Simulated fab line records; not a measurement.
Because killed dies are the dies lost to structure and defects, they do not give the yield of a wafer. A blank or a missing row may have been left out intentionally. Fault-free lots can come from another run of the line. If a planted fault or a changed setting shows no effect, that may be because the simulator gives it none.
Tool commonality check	flow gf180mcu	Sampled: 13 lots, 48 wafers

WHAT PROMPTED THE OPENING
3 of 13 lots carry a flag on the reading POLY_GATE_CVD_00_THK at GF_POLY_GATE_THK_MEAS_01. Wafers without a fault read 200.3 nm, standard deviation 1.9.
Rule: a lot gets a flag if all its wafers with a number sit over 4 standard deviations from that mean, or if no wafer of it has a number. The other lots count as sound.

lot	measured	on	POLY_GATE_CVD_00_THK (nm), wafer by wafer	flag
L710	day 8 22:02	filmMetro-04	201.5 203.1 202.4	
L711	day 8 23:26	filmMetro-02	200.7 202.1 201.2	
L712	day 9 04:52	filmMetro-04	393.4 392.6 392.5 393.2 392.8 392.2	FLAGGED
L713	day 9 12:47	filmMetro-01	397.0 396.5 395.2 397.1 396.2 395.3	FLAGGED
L714	day 9 16:16	filmMetro-02	394.6 394.6 394.9 394.8 394.9 395.2	FLAGGED
L722	day 12 05:55	filmMetro-02	199.4 198.4 200.1	
L723	day 12 10:40	filmMetro-01	197.8 197.9 198.9	
L724	day 12 16:29	filmMetro-01	196.9 197.6 196.4	
L725	day 13 03:37	filmMetro-04	201.2 200.4 200.2	
L726	day 13 05:11	filmMetro-01	201.4 200.4 203.0	
L727	day 13 14:39	filmMetro-01	199.2 198.2 200.0	
L731	day 15 08:44	filmMetro-02	197.1 195.0 195.5	
L732	day 15 18:10	filmMetro-04	199.9 199.2 200.0	
Flagged lots average 394.6 nm: +194.3 nm relative to the usual, that is +99 or more standard deviations.

WHICH TOOL EACH LOT WENT THROUGH
The record holds 1 process step before the reading, out of a route of 602 steps. In each cell: the tool, then ch and the chambers that the sampled wafers went through, then the start.
lot	flag	GF_POLY_GATE_CVD_00
L710		lpcvd-01 ch 1, day 8 20:41
L711		lpcvd-01 ch 0, day 8 22:05
L712	FLAGGED	lpcvd-01 ch 0, day 9 03:31
L713	FLAGGED	lpcvd-01 ch 0, day 9 11:26
L714	FLAGGED	lpcvd-01 ch 1, day 9 14:56
L722		lpcvd-02 ch 0, day 12 04:34
L723		lpcvd-02 ch 0, day 12 09:19
L724		lpcvd-01 ch 1, day 12 14:28
L725		lpcvd-01 ch 1, day 13 02:17
L726		lpcvd-02 ch 1, day 13 03:50
L727		lpcvd-01 ch 0, day 13 13:19
L731		lpcvd-01 ch 0, day 15 07:24
L732		lpcvd-02 ch 0, day 15 16:49
These steps, and what they do:
- GF_POLY_GATE_CVD_00: deposits poly-Si, target thk 200 nm, time 1200 s.
- GF_POLY_GATE_THK_MEAS_01

FLAGGED AGAINST TOTAL, ONE TOOL AT A TIME (gauges that did the reading follow at the end)
step	tool	lots run	flagged	share of the flagged lots	sound lots run after its first flagged lot
GF_POLY_GATE_CVD_00	lpcvd-01	9	3	all	4 (L724,L725,L727,L731)
GF_POLY_GATE_CVD_00	lpcvd-02	4	0	none	-
GF_POLY_GATE_THK_MEAS_01	filmMetro-01	5	1	some	4 (L723,L724,L726,L727)
GF_POLY_GATE_THK_MEAS_01	filmMetro-02	4	1	some	2 (L722,L731)
GF_POLY_GATE_THK_MEAS_01	filmMetro-04	4	1	some	2 (L725,L732)

WHAT THE TABLE ALLOWS
Rows of the table that ran each flagged lot: 1, that is lpcvd-01 at GF_POLY_GATE_CVD_00.
- lpcvd-01 at GF_POLY_GATE_CVD_00: 3 of its 9 lots flagged. Lots that were sound ran on it after the first flagged one (L724, L725, L727, L731); a persistent fault on the entire tool would not allow that. Its own readings (spikeTcBottomC, spikeTcCentreC, spikeTcLowerC, spikeTcTopC, spikeTcUpperC, susceptorTempC, zonePowerBottomPct) fall more than 4 standard deviations out on all wafers of the flagged lots.
There is no row in the table that ran each flagged lot and no sound lot after the first.

WHAT THE SIMULATOR HAD PUT IN
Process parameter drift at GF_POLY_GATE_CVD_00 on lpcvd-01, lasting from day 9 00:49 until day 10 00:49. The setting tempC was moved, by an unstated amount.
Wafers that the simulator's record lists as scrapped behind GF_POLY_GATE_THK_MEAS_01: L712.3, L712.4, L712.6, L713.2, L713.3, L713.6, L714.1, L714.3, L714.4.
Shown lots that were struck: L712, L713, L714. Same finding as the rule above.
